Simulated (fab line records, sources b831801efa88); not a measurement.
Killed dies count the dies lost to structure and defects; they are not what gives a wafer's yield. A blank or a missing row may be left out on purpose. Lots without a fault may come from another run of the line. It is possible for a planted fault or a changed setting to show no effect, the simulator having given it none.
Problem report, 8D (eight disciplines) form, completed by code | flow gf180mcu | the parts of the form that need people (team, actions taken, sign-off) are left out

== 1. WHAT IS WRONG ==
At GF_CONTACT_CD_MEAS_14, cd-nm averages 237.7 nm over 6 wafers from 2 lots, while fault-free wafers read 219.8 nm, standard deviation 1.3. That puts it +14 standard deviations away from the usual mean.
The step: target cd 220 nm.
First observed at day 20 03:02: wafer L602.1, on cd-sem-01. The record holds 39 wafers of 13 lots with a number at this step. Rule for "out", or "out of limits": more than 4 standard deviations from the usual mean. The other wafers with a number count as sound.

== 2. WHAT THIS IS AND IS NOT ==
question                    | is                     | is not
which readings at this step | cd-nm                  | -
which lots                  | L602, L607             | L592, L593, L594, L595, L596, L597, L598, L599, L606, L609, L612
which wafers of those lots  | all that have a number | -
read on which gauges        | cd-sem-01, cd-sem-02   | -
when                        | from day 20 03:02      | up to then (24 sound wafers); but 9 sound wafers of L606, L609, L612 came after

== 3. WHAT RULES OUT EACH SUSPECT ==
Counting: a tool at any process step up to the reading remains a suspect when it ran all the lots that are out and ran no sound lot after the first of those.
- ruled out: the gauge at GF_CONTACT_CD_MEAS_14. The wafers that are out were read on 2 gauges (cd-sem-01, cd-sem-02).
- rtp-anneal-02 at GF_SALICIDE_RTA_06 (time 30 s): ruled out as a lasting fault. Following L602 (day 19 01:40), the first lot on it that is out, the sound lots L606 were run on it.
- rtp-anneal-01 at GF_SALICIDE_RTA_08 (time 30 s): ruled out as a lasting fault. Following L602 (day 19 01:52), the first lot on it that is out, the sound lots L606 were run on it.
- krf-scanner-01 at GF_CONTACT_EXPOSE_11 (exposes mask Contact, target cd 220 nm): kept. It ran every lot that is out, first L602 (day 19 14:29), and no sound lot after that; its last sound lot up to then is L599 (day 18 15:12). Its own readings are out on those wafers: exposure-dose-mJ-cm2.
Left after counting: krf-scanner-01 at GF_CONTACT_EXPOSE_11.

== 4. THE CAUSE (what the simulator had put in) ==
Drift in process parameters on krf-scanner-01 at GF_CONTACT_EXPOSE_11, starting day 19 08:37. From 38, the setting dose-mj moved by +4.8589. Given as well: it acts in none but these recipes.
The count eliminated every tool but this one.

== 5. SEQUENCE OF EFFECTS, ordered by route ==
Each row: a reading whose mean over the struck wafers that have a number lies more than 3 standard deviations from the usual. Scope: only readings with a usual standard deviation given in the record; hours: median across lots of the time from each lot's start at the first step in this table that gives one to its start at this step; sigmas: change in usual standard deviations.
hours | step                  | reading              | usual    | on struck wafers | change | sigmas
0     | GF_CONTACT_EXPOSE_11  | exposure-dose-mJ-cm2 | 37.95    | 42.29            | +4.34  | +99 or more
12    | GF_CONTACT_CD_MEAS_14 | cd-nm                | 219.8 nm | 237.7            | +17.9  | +14
The process steps in it:
- GF_CONTACT_EXPOSE_11: exposes mask Contact, target cd 220 nm.

== 6. HOW IT WOULD HAVE BEEN CAUGHT EARLIER ==
18 hours passed between the start of the fault at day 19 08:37 and the first reading out of limits at a measuring or inspecting step in this record, taken at day 20 03:02.
At GF_CONTACT_EXPOSE_11, the tool's own readings (exposure-dose-mJ-cm2) were out on each struck wafer the step has a row for, so an alarm limit on them would have fired on the first such wafer.
Lots out: 2; of these, L607 started GF_CONTACT_EXPOSE_11 on krf-scanner-01 after day 20 03:02. Had the tool been put on hold then, it would have been spared.
